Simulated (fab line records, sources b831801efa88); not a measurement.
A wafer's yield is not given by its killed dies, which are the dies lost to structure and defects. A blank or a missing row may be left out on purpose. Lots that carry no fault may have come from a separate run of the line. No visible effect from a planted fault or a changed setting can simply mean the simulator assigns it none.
fab line records | flow gf180mcu
record lots=5 | wafers=15 | lastDay=33
route steps=602 shown HV_LDD@192
lots that met no fault: from a run of the same line without faults
startH: hours from the record's first day to the start of the lot's first wafer shown | waitH: how many hours have passed since the lot's step before this one | " identical to the entry in the row above | L1.1+2: a single row standing in for several wafers | - no value, or no start given | * or withheld: withheld | < > ~ a bound
route shown NAME@n: names a module that has steps shown in the file, with the first one's number in the route | usual: mean and standard deviation over wafers with no fault | same: alike in all rows | chamber/n: place in a boat | sites: each site's reading | _std_site: standard deviation across them | _edge_site: outer sites' mean less inner sites' | radiusMm: for every site, how far away it sits from the centre of the wafer | mask NAME#n: copy n | behind: the most recent tool/chamber to have shaped the wafer | hold: why the lot went on hold/how many hours it stayed there/how the hold came to an end | device: transistor that didn't switch, given as n, p or np | end of line: the same wafers' tests at the end of the route | where a step has no rows: the recipe by itself | killed: dies that structure and defects cost at the first sort, which is not the same as the wafer's yield | map: per-die view of a wafer (x killed, . not killed, _ where there is no die)
set.NAME: the run value of the setting; set.NAME@STEP: its run value at that earlier step | model.NAME: the simulator's own value behind a step, which no gauge read
certain route steps with their lots: each step a table, each wafer a row
services: from which hour (startH, from the record's first day; less than 0 if before it) a tool's chamber was out of use, for how many hours, and why
## steps
# step GF_HV_LDD_EXPOSE_16
# recipe maskId=Pplus_LV_AREA | targetCdNm=400 | na=0.6 | sourceShape=conventional | sigmaOuter=0.6 | doseMj=140
# step GF_HV_LDD_PEB_17
# recipe tempC=withheld | timeS=* | resist=NOVOLAK
# step GF_HV_LDD_DEVELOP_18
# recipe developTimeS=60 | devTempC=23
# step GF_HV_LDD_CD_MEAS_19
# recipe targetCdNm=400
# usual cdNm=400.8/2.3
lot.wafer | tool     | chamber | startH | waitH | cdNm
L253.1    | cdSem-01 | -       | 266.43 | 0.1   | 403.0
L253.2    | "        | -       | "      | "     | 401.6
L253.5    | "        | -       | "      | "     | 401.3
L256.4    | cdSem-01 | -       | 291.79 | 0.1   | 399.2
L256.5    | "        | -       | "      | "     | 396.3
L256.6    | "        | -       | "      | "     | 398.0
L257.2    | cdSem-02 | -       | 291.80 | 0.1   | 404.0
L257.3    | "        | -       | "      | "     | 400.2
L257.5    | "        | -       | "      | "     | 405.2
L264.1    | cdSem-02 | -       | 346.88 | 0.1   | 400.7
L264.4    | "        | -       | "      | "     | 401.4
L264.6    | "        | -       | "      | "     | 399.7
L269.2    | cdSem-02 | -       | 388.45 | 0.1   | 400.1
L269.4    | "        | -       | "      | "     | 400.3
L269.5    | "        | -       | "      | "     | 400.9
# step GF_HV_LDD_OVL_MEAS_20
# usual HV_LDD_01_OVL=-0.8/1.3
lot.wafer | tool       | chamber | startH | waitH | HV_LDD_01_OVL[nm]
L253.1    | overlay-02 | -       | 266.55 | 0.1   | -2.4
L253.2    | "          | -       | "      | "     | -2.8
L253.5    | "          | -       | "      | "     | -3.8
L256.4    | overlay-01 | -       | 291.87 | 0.1   | -0.6
L256.5    | "          | -       | "      | "     | -0.8
L256.6    | "          | -       | "      | "     | -0.8
L257.2    | overlay-02 | -       | 291.91 | 0.1   | -1.2
L257.3    | "          | -       | "      | "     | -2.2
L257.5    | "          | -       | "      | "     | -1.7
L264.1    | overlay-01 | -       | 347.00 | 0.1   | -1.1
L264.4    | "          | -       | "      | "     | -1.5
L264.6    | "          | -       | "      | "     | -0.6
L269.2    | overlay-01 | -       | 388.55 | 0.1   | -2.0
L269.4    | "          | -       | "      | "     | -1.0
L269.5    | "          | -       | "      | "     | -2.4
# step GF_HV_LDD_IMPLANT_21
# recipe species=BF2 | energyKev=25 | doseCm2=5e+13 | tiltDeg=7
# step GF_HV_LDD_STRIP_22
# recipe chemistry=O2/N2 | powerW=1400 | pressureMtorr=1500 | platenTempC=250 | o2FlowSccm=3000 | n2FlowSccm=300 | overashFraction=0.5
# usual drypumpMotorCurrentA=5.4/0.39 | heaterPowerW=339/24 | oesProductAu=0.717/0.0046 | stripTimeToEndpointS=12.63/0.035
# same overashFraction=0.5
lot.wafer | tool           | chamber | startH | waitH | drypumpMotorCurrentA | heaterPowerW | oesProductAu | rfHoursCounterH | stripTimeToEndpointS
L253.1    | plasmaAsher-02 | 1       | 266.73 | 0.1   | 5.2                  | 306          | 0.716        | 45              | 12.59
L253.2    | "              | 0       | "      | "     | 5.2                  | 342          | 0.714        | 45              | 12.58
L253.5    | "              | 0       | "      | "     | 5.2                  | 330          | 0.718        | -               | 12.61
L256.4    | plasmaAsher-04 | 1       | 292.07 | 0.1   | 5.3                  | 370          | 0.713        | -               | 12.62
L256.5    | "              | 1       | "      | "     | 5.3                  | 365          | 0.720        | -               | 12.60
L256.6    | "              | 0       | "      | "     | 5.3                  | 341          | 0.715        | -               | 12.62
L257.2    | plasmaAsher-03 | 0       | 292.09 | 0.1   | 6.5                  | 304          | 0.721        | 66              | 12.62
L257.3    | "              | 1       | "      | "     | 5.4                  | 362          | 0.717        | -               | 12.71
L257.5    | "              | 1       | "      | "     | 5.3                  | 362          | 0.719        | -               | 12.63
L264.1    | plasmaAsher-03 | 1       | 347.18 | 0.1   | 5.4                  | 364          | 0.710        | 72              | 12.62
L264.4    | "              | 1       | "      | "     | 5.4                  | 364          | 0.719        | -               | 12.62
L264.6    | "              | 0       | "      | "     | 6.6                  | 308          | 0.717        | -               | 12.62
L269.2    | plasmaAsher-03 | 1       | 388.73 | 0.1   | 5.3                  | 355          | 0.713        | 77              | 12.61
L269.4    | "              | 1       | "      | "     | 5.3                  | 358          | 0.720        | -               | 12.63
L269.5    | "              | 0       | "      | "     | 6.6                  | 309          | 0.717        | -               | 12.63
# step GF_HV_LDD_TW_MEAS_23
# usual HV_LDD_2_TW=1059/7
lot.wafer | tool         | chamber | startH | waitH | HV_LDD_2_TW
L253.1    | filmMetro-04 | -       | 266.83 | 0.1   | 1066
L253.2    | "            | -       | "      | "     | 1057
L253.5    | "            | -       | "      | "     | 1060
L256.4    | filmMetro-04 | -       | 292.16 | 0.1   | 1064
L256.5    | "            | -       | "      | "     | 1063
L256.6    | "            | -       | "      | "     | 1057
L257.2    | filmMetro-01 | -       | 292.20 | 0.1   | 1052
L257.3    | "            | -       | "      | "     | 1050
L257.5    | "            | -       | "      | "     | 1057
L264.1    | filmMetro-02 | -       | 347.28 | 0.1   | 1069
L264.4    | "            | -       | "      | "     | 1070
L264.6    | "            | -       | "      | "     | 1075
L269.2    | filmMetro-04 | -       | 388.84 | 0.1   | 1064
L269.4    | "            | -       | "      | "     | 1062
L269.5    | "            | -       | "      | "     | 1060
# step GF_HV_LDD_DEHYDRATE_24
# recipe tempC=200 | timeS=60
# step GF_HV_LDD_HMDS_25
# recipe primeTimeS=60 | primeTempC=120
# step GF_HV_LDD_COAT_26
# recipe resist=NOVOLAK | spinRpm=3000 | resistThkNm=1000
# step GF_HV_LDD_SOFTBAKE_27
# recipe tempC=90 | timeS=60 | resist=NOVOLAK
# step GF_HV_LDD_EXPOSE_28
# recipe maskId=Nplus_HV_AREA | targetCdNm=400 | na=0.6 | sourceShape=conventional | sigmaOuter=0.6 | doseMj=140
# usual reticleTempC=23.00/0.11
# same na=0.6
lot.wafer | tool            | chamber | startH | waitH | mask            | reticleTempC
L253.1    | ilineStepper-02 | 0       | 276.61 | -     | Nplus_HV_AREA#0 | 23.05
L253.2    | "               | 0       | "      | "     | Nplus_HV_AREA#0 | 23.00
L253.5    | "               | 0       | "      | "     | Nplus_HV_AREA#0 | 23.06
L256.4    | ilineStepper-01 | 0       | 301.79 | -     | Nplus_LV_AREA#0 | 22.99
L256.5    | "               | 0       | "      | "     | Nplus_LV_AREA#0 | 22.90
L256.6    | "               | 0       | "      | "     | Nplus_LV_AREA#0 | 22.86
L257.2    | ilineStepper-01 | 0       | 301.99 | -     | Nplus_HV_AREA#0 | 23.09
L257.3    | "               | 0       | "      | "     | Nplus_HV_AREA#0 | 22.91
L257.5    | "               | 0       | "      | "     | Nplus_HV_AREA#0 | 22.80
L264.1    | ilineStepper-02 | 0       | 358.73 | -     | Nplus_HV_AREA#0 | 23.10
L264.4    | "               | 0       | "      | "     | Nplus_HV_AREA#0 | 22.94
L264.6    | "               | 0       | "      | "     | Nplus_HV_AREA#0 | 22.93
L269.2    | ilineStepper-02 | 0       | 400.32 | -     | Nplus_HV_AREA#0 | 23.04
L269.4    | "               | 0       | "      | "     | Nplus_HV_AREA#0 | 22.99
L269.5    | "               | 0       | "      | "     | Nplus_HV_AREA#0 | 23.12
# step GF_HV_LDD_PEB_29
# recipe tempC=withheld | timeS=* | resist=NOVOLAK
# step GF_HV_LDD_DEVELOP_30
# recipe developTimeS=60 | devTempC=23
# step GF_HV_LDD_CD_MEAS_31
# recipe targetCdNm=400
# usual cdNm=400.3/1.8
lot.wafer | tool     | chamber | startH | waitH | cdNm
L253.1    | cdSem-01 | -       | 286.12 | 0.1   | 401.0
L253.2    | "        | -       | "      | "     | 398.9
L253.5    | "        | -       | "      | "     | 399.8
L256.4    | cdSem-02 | -       | 311.64 | 0.1   | -
L256.5    | "        | -       | "      | "     | -
L256.6    | "        | -       | "      | "     | -
L257.2    | cdSem-01 | -       | 312.15 | 0.1   | 402.2
L257.3    | "        | -       | "      | "     | 401.2
L257.5    | "        | -       | "      | "     | 399.9
L264.1    | cdSem-01 | -       | 369.23 | 0.1   | 399.8
L264.4    | "        | -       | "      | "     | 398.7
L264.6    | "        | -       | "      | "     | 398.5
L269.2    | cdSem-02 | -       | 411.60 | 0.1   | 398.1
L269.4    | "        | -       | "      | "     | 398.8
L269.5    | "        | -       | "      | "     | 398.6
# step GF_HV_LDD_OVL_MEAS_32
# usual HV_LDD_02_OVL=-0.6/1.4
lot.wafer | tool       | chamber | startH | waitH | HV_LDD_02_OVL[nm]
L253.1    | overlay-02 | -       | 286.24 | 0.1   | 1.7
L253.2    | "          | -       | "      | "     | 0.5
L253.5    | "          | -       | "      | "     | 1.2
L256.4    | overlay-01 | -       | 311.71 | 0.1   | -
L256.5    | "          | -       | "      | "     | -
L256.6    | "          | -       | "      | "     | -
L257.2    | overlay-02 | -       | 312.26 | 0.1   | -2.3
L257.3    | "          | -       | "      | "     | -0.7
L257.5    | "          | -       | "      | "     | -0.8
L264.1    | overlay-01 | -       | 369.35 | 0.1   | -1.0
L264.4    | "          | -       | "      | "     | -1.8
L264.6    | "          | -       | "      | "     | -0.7
L269.2    | overlay-02 | -       | 411.71 | 0.1   | -2.1
L269.4    | "          | -       | "      | "     | -3.0
L269.5    | "          | -       | "      | "     | -1.6
# step GF_HV_LDD_IMPLANT_33
# recipe species=P | energyKev=60 | doseCm2=7.5e+12 | tiltDeg=30 | rotationDeg=0
# step GF_HV_LDD_IMPLANT_34
# recipe species=P | energyKev=60 | doseCm2=7.5e+12 | tiltDeg=30 | rotationDeg=90
# step GF_HV_LDD_IMPLANT_35
# recipe species=P | energyKev=60 | doseCm2=7.5e+12 | tiltDeg=30 | rotationDeg=180
# step GF_HV_LDD_IMPLANT_36
# recipe species=P | energyKev=60 | doseCm2=7.5e+12 | tiltDeg=30 | rotationDeg=270
# step GF_HV_LDD_STRIP_37
# recipe chemistry=O2/N2 | powerW=1400 | pressureMtorr=1500 | platenTempC=250 | o2FlowSccm=3000 | n2FlowSccm=300 | overashFraction=0.5
# usual drypumpMotorCurrentA=5.5/0.5 | heaterPowerW=336/25 | oesProductAu=0.716/0.0048 | stripTimeToEndpointS=12.63/0.031
# same overashFraction=0.5
lot.wafer | tool           | chamber | startH | waitH | drypumpMotorCurrentA | heaterPowerW | oesProductAu | rfHoursCounterH | stripTimeToEndpointS
L253.1    | plasmaAsher-04 | 1       | 286.88 | 0.1   | 5.4                  | 372          | 0.710        | 67              | 12.58
L253.2    | "              | 0       | "      | "     | 5.3                  | 345          | 0.718        | 67              | 12.62
L253.5    | "              | 0       | "      | "     | 5.3                  | 341          | 0.707        | -               | 12.65
L256.4    | plasmaAsher-04 | 0       | 312.37 | 0.1   | 5.3                  | 341          | 0.718        | -               | 12.62
L256.5    | "              | 0       | "      | "     | 5.4                  | 355          | 0.711        | -               | 12.64
L256.6    | "              | 1       | "      | "     | 5.3                  | 357          | 0.712        | -               | 12.60
L257.2    | plasmaAsher-03 | 1       | 312.89 | 0.1   | 5.4                  | 368          | 0.714        | 69              | 12.54
L257.3    | "              | 0       | "      | "     | 6.6                  | 299          | 0.719        | -               | 12.57
L257.5    | "              | 1       | "      | "     | 5.4                  | 365          | 0.718        | -               | 12.57
L264.1    | plasmaAsher-03 | 1       | 369.98 | 0.1   | 5.4                  | 365          | 0.715        | 75              | 12.64
L264.4    | "              | 0       | "      | "     | 6.6                  | 306          | 0.716        | -               | 12.67
L264.6    | "              | 0       | "      | "     | 6.6                  | 302          | 0.712        | -               | 12.66
L269.2    | plasmaAsher-02 | 1       | 412.34 | 0.1   | 5.2                  | 313          | 0.715        | 59              | 12.64
L269.4    | "              | 1       | "      | "     | 5.2                  | 313          | 0.719        | -               | 12.65
L269.5    | "              | 1       | "      | "     | 5.2                  | 310          | 0.716        | -               | 12.64
# step GF_HV_LDD_TW_MEAS_38
# usual HV_LDD_3_TW=1440/9.2
lot.wafer | tool         | chamber | startH | waitH | HV_LDD_3_TW
L253.1    | filmMetro-02 | -       | 286.98 | 0.1   | 1449
L253.2    | "            | -       | "      | "     | 1451
L253.5    | "            | -       | "      | "     | 1446
L256.4    | filmMetro-04 | -       | 312.46 | 0.1   | 30
L256.5    | "            | -       | "      | "     | 30
L256.6    | "            | -       | "      | "     | 30
L257.2    | filmMetro-04 | -       | 313.00 | 0.1   | 1449
L257.3    | "            | -       | "      | "     | 1452
L257.5    | "            | -       | "      | "     | 1442
L264.1    | filmMetro-04 | -       | 370.08 | 0.1   | 1441
L264.4    | "            | -       | "      | "     | 1436
L264.6    | "            | -       | "      | "     | 1442
L269.2    | filmMetro-04 | -       | 412.45 | 0.1   | 1441
L269.4    | "            | -       | "      | "     | 1451
L269.5    | "            | -       | "      | "     | 1448
# step GF_HV_LDD_DEHYDRATE_39
# recipe tempC=200 | timeS=60
## services
tool            | chamber | startH | hours | kind
ilineStepper-01 | -       | 274.75 | 4.4   | pm
plasmaAsher-02  | -       | 332.62 | 8.7   | repair
ilineStepper-02 | -       | 364.71 | 2.1   | pm
ilineStepper-02 | -       | 366.79 | -     | consumableReplace:lamp
ilineStepper-02 | -       | 395.02 | 1.7   | pm
ilineStepper-01 | -       | 401.33 | 1.7   | pm
## key
firstSign step=GF_HV_LDD_EXPOSE_28 | reading=mask | direction=changed
effect step=GF_HV_LDD_CD_MEAS_31 | reading=cdNm | direction=missing
effect step=GF_HV_LDD_OVL_MEAS_32 | reading=HV_LDD_02_OVL | direction=missing
effect step=GF_HV_LDD_TW_MEAS_38 | reading=HV_LDD_3_TW | direction=down | sigmas=99+ | usual=1440 | struck=30
metAt GF_HV_LDD_EXPOSE_28
struckWafers L256.4,L256.5,L256.6
laterRowsLeftOut L256.4,L256.5,L256.6
sortLeftOut L256.4,L256.5,L256.6
testerLeftOut L256
fault kind=wrongMask | tool=any | chamber=- | onsetH=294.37 | steps=GF_HV_LDD_EXPOSE_28 | auxCopy=Nplus_LV_AREA#0 | scope=struckLotsOnly
# testerLeftOut: of these lots the tester's yield and bins aren't shown, on N5 and GAA mostly nor the transistor test; their killed dies are dies lost to structure and defects alone, not to doping, threshold or leakage, so they don't give the yield
# sortLeftOut: the simulated sort isn't trusted on such a fault, so these wafers' sort isn't shown, and their yield isn't known
# laterRowsLeftOut: the simulator's readings of these wafers behind a module that went badly wrong aren't trusted and aren't shown, but for the sort
